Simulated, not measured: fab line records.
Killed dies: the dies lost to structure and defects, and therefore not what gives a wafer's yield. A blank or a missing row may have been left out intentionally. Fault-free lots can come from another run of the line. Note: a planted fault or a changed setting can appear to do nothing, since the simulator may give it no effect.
8D (eight disciplines) problem report, filled in by code / flow sky130 / the parts of the form that need people (team, actions taken, sign-off) are left out

== 1. WHAT WENT WRONG ==
METAL5_ALCU_THK at SKY_METAL5_THK_MEAS_06 reads a mean of 1357 nm on 6 wafers of 2 lots; wafers without a fault read 1144 nm with a standard deviation of 12. Relative to the usual mean, that is a shift of +18 standard deviations.
The step: measures by xrf.
First seen on wafer L589.1, day 45 14:35, on film-metro-01. The record has a number at this step for 42 wafers belonging to 14 lots. Rule for "out", or "out of limits": more than 4 standard deviations from the usual mean. The rest of the wafers with a number are treated as sound.

== 2. WHAT IT IS, AND WHAT IT ISN'T ==
question=which readings at this step | is=METAL5_ALCU_THK | is not=-
question=which lots | is=L589, L590 | is not=L580, L581, L583, L591, L592, L593, L594, L595, L596, L599, L600, L601
question=which wafers of those lots | is=all that have a number | is not=-
question=read on which gauges | is=film-metro-01, film-metro-04 | is not=film-metro-02
question=when | is=from day 45 14:35 | is not=up to then (9 sound wafers); but 27 sound wafers of L591, L592, L593, L594, L595, L596, L599, L600, L601 came after

== 3. WHAT RULES OUT EACH SUSPECT ==
Counting: a tool at any process step up to the reading remains a suspect when it ran all the lots that are out and ran no sound lot after the first of those.
- the gauge at SKY_METAL5_THK_MEAS_06 is ruled out. Those wafers that are out were read across 2 gauges (film-metro-01, film-metro-04).
- pvd-sputter-01 at SKY_METAL5_SPUTTER_04 (material TiN, target thk 70 nm, time 58.3 s): ruled out as a lasting fault. Sound lots L592, L594, L596, L601 ran on it after its first lot that is out, L589 (day 45 14:25).
Left after counting: nothing in the record.

== 4. THE CAUSE (what the simulator had put in) ==
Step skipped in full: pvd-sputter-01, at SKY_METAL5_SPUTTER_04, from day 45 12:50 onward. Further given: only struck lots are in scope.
It was ruled out by counting, in error; the rule expects a fault to strike all lots run on its tool from its start on, and this fault did not.

== 5. THE CHAIN OF EFFECTS, in route order ==
Each row: a reading where the mean over the struck wafers with a number is more than 3 standard deviations away from the usual. Only readings for which the record gives a usual standard deviation are gone through. hours: the time from each lot's start at the first step in this table that gives one to its start at this step, as a median over the lots. sigmas: the change in usual standard deviations.
hours=0; step=SKY_METAL5_THK_MEAS_06; reading=METAL5_ALCU_THK; usual=1144 nm; on struck wafers=1357; change=+213; sigmas=+18
hours=20; step=SKY_METAL5_METAL_ETCH_15; reading=oes-product-au; usual=0.894 a.u.; on struck wafers=0.877; change=-0.017; sigmas=-3.4
Its process steps:
- SKY_METAL5_METAL_ETCH_15: etches the open film in Cl2/BCl3, stops on SiO2, target depth 1260 nm, time 252 s.
Readings that are blank on the struck wafers while sound wafers have them: cathode-dc-power-W at SKY_METAL5_SPUTTER_04; chamber-pressure-pa at SKY_METAL5_SPUTTER_04; throttle-valve-pct at SKY_METAL5_SPUTTER_04.

== 6. WHAT WOULD HAVE CAUGHT IT SOONER ==
2 hours passed between the start of the fault at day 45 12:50 and the first reading out of limits at a measuring or inspecting step in this record, taken at day 45 14:35.
At SKY_METAL5_SPUTTER_04 the tool's readings are blank on the struck wafers, where sound wafers have them: an empty tool record is the first sign, and it was there at once.
